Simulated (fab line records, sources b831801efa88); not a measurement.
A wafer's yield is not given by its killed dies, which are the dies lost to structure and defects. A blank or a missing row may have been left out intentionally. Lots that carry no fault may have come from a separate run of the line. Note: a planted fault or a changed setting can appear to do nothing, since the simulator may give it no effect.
The tool behind it: which one? || flow gf180mcu || 39 wafers from 13 lots sampled at 4 of the route's 602 steps

## WHAT THE GAUGES SHOWED, per wafer
GF_V5_BOW_MEAS_05. Usual: V5_BOW typically reads 134 um, with standard deviation 10.
{"lot": "L635", "measured": "day 26 19:14", "on": "filmMetro-01", "V5_BOW (um)": "124 120 127", "flag": ""}
{"lot": "L636", "measured": "day 26 20:35", "on": "filmMetro-03", "V5_BOW (um)": "127 127 116", "flag": ""}
{"lot": "L637", "measured": "day 27 08:37", "on": "filmMetro-04", "V5_BOW (um)": "125 132 130", "flag": ""}
{"lot": "L641", "measured": "day 28 07:16", "on": "filmMetro-03", "V5_BOW (um)": "138 145 136", "flag": ""}
{"lot": "L643", "measured": "day 28 22:37", "on": "filmMetro-04", "V5_BOW (um)": "120 114 126", "flag": ""}
{"lot": "L647", "measured": "day 30 04:18", "on": "filmMetro-03", "V5_BOW (um)": "148 145 144", "flag": ""}
{"lot": "L649", "measured": "day 30 10:23", "on": "filmMetro-01", "V5_BOW (um)": "155 147 149", "flag": ""}
{"lot": "L648", "measured": "day 30 13:07", "on": "filmMetro-04", "V5_BOW (um)": "142 142 143", "flag": ""}
{"lot": "L651", "measured": "day 31 04:55", "on": "filmMetro-01", "V5_BOW (um)": "127 124 130", "flag": ""}
{"lot": "L652", "measured": "day 31 11:32", "on": "filmMetro-01", "V5_BOW (um)": "123 125 120", "flag": ""}
{"lot": "L653", "measured": "day 31 15:55", "on": "filmMetro-03", "V5_BOW (um)": "130 139 149", "flag": ""}
{"lot": "L655", "measured": "day 32 07:56", "on": "filmMetro-04", "V5_BOW (um)": "138 131 140", "flag": ""}
{"lot": "L658", "measured": "day 32 20:32", "on": "filmMetro-04", "V5_BOW (um)": "138 130 129", "flag": ""}

GF_V5_CD_MEAS_14: target cd 260 nm. Usual: cdNm 260.2 nm, standard deviation 1.1.
{"lot": "L635", "measured": "day 27 14:58", "on": "cdSem-01", "cdNm (nm)": "260.7 261.3 259.8", "flag": ""}
{"lot": "L636", "measured": "day 27 16:40", "on": "cdSem-02", "cdNm (nm)": "259.6 261.2 261.2", "flag": ""}
{"lot": "L637", "measured": "day 28 04:47", "on": "cdSem-01", "cdNm (nm)": "260.0 259.8 260.0", "flag": ""}
{"lot": "L641", "measured": "day 29 02:56", "on": "cdSem-02", "cdNm (nm)": "258.7 259.6 259.6", "flag": ""}
{"lot": "L643", "measured": "day 29 17:41", "on": "cdSem-02", "cdNm (nm)": "260.4 261.0 262.0", "flag": ""}
{"lot": "L647", "measured": "day 30 21:37", "on": "cdSem-01", "cdNm (nm)": "260.9 261.2 260.4", "flag": ""}
{"lot": "L649", "measured": "day 31 04:59", "on": "cdSem-02", "cdNm (nm)": "261.9 260.3 261.2", "flag": ""}
{"lot": "L648", "measured": "day 31 06:34", "on": "cdSem-01", "cdNm (nm)": "261.3 260.9 261.2", "flag": ""}
{"lot": "L651", "measured": "day 31 22:22", "on": "cdSem-01", "cdNm (nm)": "259.3 259.9 261.2", "flag": ""}
{"lot": "L652", "measured": "day 32 04:19", "on": "cdSem-01", "cdNm (nm)": "260.3 260.1 259.0", "flag": ""}
{"lot": "L653", "measured": "day 32 08:37", "on": "cdSem-01", "cdNm (nm)": "258.4 258.8 259.2", "flag": ""}
{"lot": "L655", "measured": "day 33 00:21", "on": "cdSem-01", "cdNm (nm)": "259.4 258.4 258.9", "flag": ""}
{"lot": "L658", "measured": "day 33 12:35", "on": "cdSem-02", "cdNm (nm)": "259.8 258.5 260.6", "flag": ""}

GF_V5_THK_MEAS_25: measures by xrf. Usual: V5_W_THK typically reads 360 nm, with standard deviation 5.8.
{"lot": "L635", "measured": "day 27 16:08", "on": "filmMetro-04", "V5_W_THK (nm)": "360 364 354", "flag": ""}
{"lot": "L636", "measured": "day 27 17:50", "on": "filmMetro-03", "V5_W_THK (nm)": "360 357 361", "flag": ""}
{"lot": "L637", "measured": "day 28 05:57", "on": "filmMetro-04", "V5_W_THK (nm)": "360 353 355", "flag": ""}
{"lot": "L641", "measured": "day 29 04:05", "on": "filmMetro-04", "V5_W_THK (nm)": "369 368 361", "flag": ""}
{"lot": "L643", "measured": "day 29 18:53", "on": "filmMetro-03", "V5_W_THK (nm)": "362 361 358", "flag": ""}
{"lot": "L647", "measured": "day 30 22:47", "on": "filmMetro-01", "V5_W_THK (nm)": "358 360 359", "flag": ""}
{"lot": "L649", "measured": "day 31 06:09", "on": "filmMetro-04", "V5_W_THK (nm)": "360 353 359", "flag": ""}
{"lot": "L648", "measured": "day 31 07:44", "on": "filmMetro-01", "V5_W_THK (nm)": "353 354 352", "flag": ""}
{"lot": "L651", "measured": "day 31 23:33", "on": "filmMetro-01", "V5_W_THK (nm)": "344 354 351", "flag": ""}
{"lot": "L652", "measured": "day 32 05:27", "on": "filmMetro-04", "V5_W_THK (nm)": "366 368 367", "flag": ""}
{"lot": "L653", "measured": "day 32 09:48", "on": "filmMetro-04", "V5_W_THK (nm)": "364 374 364", "flag": ""}
{"lot": "L655", "measured": "day 33 01:36", "on": "filmMetro-04", "V5_W_THK (nm)": "356 355 367", "flag": ""}
{"lot": "L658", "measured": "day 33 13:46", "on": "filmMetro-01", "V5_W_THK (nm)": "355 355 359", "flag": ""}

## TOOL THAT RAN EACH LOT (tool first, then ch and the chambers of the sampled wafers, then the start)
{"lot": "L635", "GF_V5_CMP_04": "cmp-01 ch 1,2,3, day 26 19:01"}
{"lot": "L636", "GF_V5_CMP_04": "cmp-02 ch 0,2,3, day 26 20:19"}
{"lot": "L637", "GF_V5_CMP_04": "cmp-01 ch 0,1,2, day 27 08:23"}
{"lot": "L641", "GF_V5_CMP_04": "cmp-01 ch 0,3, day 28 06:57"}
{"lot": "L643", "GF_V5_CMP_04": "cmp-02 ch 0,2,3, day 28 22:19"}
{"lot": "L647", "GF_V5_CMP_04": "cmp-02 ch 1,3, day 30 04:03"}
{"lot": "L649", "GF_V5_CMP_04": "cmp-01 ch 1,2,3, day 30 10:10"}
{"lot": "L648", "GF_V5_CMP_04": "cmp-01 ch 1,2,3, day 30 12:58"}
{"lot": "L651", "GF_V5_CMP_04": "cmp-01 ch 0,2, day 31 04:37"}
{"lot": "L652", "GF_V5_CMP_04": "cmp-01 ch 1,2,3, day 31 11:16"}
{"lot": "L653", "GF_V5_CMP_04": "cmp-01 ch 0,1,3, day 31 15:37"}
{"lot": "L655", "GF_V5_CMP_04": "cmp-01 ch 0,1, day 32 07:36"}
{"lot": "L658", "GF_V5_CMP_04": "cmp-02 ch 1,2, day 32 20:13"}
- GF_V5_CMP_04: polishes SiO2.

## AS READ BY THE TOOLS THEMSELVES (means over the sampled wafers that have a number; for cases with no such wafer, the mark the record gives instead)
GF_V5_CMP_04. Usual: motorCurrentA 11.9 A, standard deviation 1.1; retainingRingPressureFrac 1.001, standard deviation 0.0049.
{"lot": "L635", "tool": "cmp-01", "motorCurrentA (A)": 11.0, "retainingRingPressureFrac": 1.002, "flag": ""}
{"lot": "L636", "tool": "cmp-02", "motorCurrentA (A)": 12.1, "retainingRingPressureFrac": 0.997, "flag": ""}
{"lot": "L637", "tool": "cmp-01", "motorCurrentA (A)": 11.2, "retainingRingPressureFrac": 0.995, "flag": ""}
{"lot": "L641", "tool": "cmp-01", "motorCurrentA (A)": 12.8, "retainingRingPressureFrac": 1.002, "flag": ""}
{"lot": "L643", "tool": "cmp-02", "motorCurrentA (A)": 11.5, "retainingRingPressureFrac": 1.002, "flag": ""}
{"lot": "L647", "tool": "cmp-02", "motorCurrentA (A)": 12.8, "retainingRingPressureFrac": 0.999, "flag": ""}
{"lot": "L649", "tool": "cmp-01", "motorCurrentA (A)": 11.6, "retainingRingPressureFrac": 0.997, "flag": ""}
{"lot": "L648", "tool": "cmp-01", "motorCurrentA (A)": 11.8, "retainingRingPressureFrac": 1.002, "flag": ""}
{"lot": "L651", "tool": "cmp-01", "motorCurrentA (A)": 11.6, "retainingRingPressureFrac": 1.002, "flag": ""}
{"lot": "L652", "tool": "cmp-01", "motorCurrentA (A)": 11.5, "retainingRingPressureFrac": 1.001, "flag": ""}
{"lot": "L653", "tool": "cmp-01", "motorCurrentA (A)": 12.2, "retainingRingPressureFrac": 1.000, "flag": ""}
{"lot": "L655", "tool": "cmp-01", "motorCurrentA (A)": 12.4, "retainingRingPressureFrac": 1.000, "flag": ""}
{"lot": "L658", "tool": "cmp-02", "motorCurrentA (A)": 13.1, "retainingRingPressureFrac": 1.001, "flag": ""}

## THE ANSWER, worked out from the rows above alone
Rule: a lot counts as off when the mean over its wafers that have a number is more than 3 standard deviations away from the usual mean. Also off: a lot with no number at a reading for which 4 or more lots have one. The other lots that the step has rows for count as sound. After the gauges, taken in route order, come the tools' own readings; for these a lot's mean is taken, as printed above. At the first step where some lot is off, the reading lying furthest off is the one used; lots without a number count as furthest.
No lot is off on any of the readings shown, so nothing can be concluded from this.

## WHAT WAS PUT IN BY THE SIMULATOR
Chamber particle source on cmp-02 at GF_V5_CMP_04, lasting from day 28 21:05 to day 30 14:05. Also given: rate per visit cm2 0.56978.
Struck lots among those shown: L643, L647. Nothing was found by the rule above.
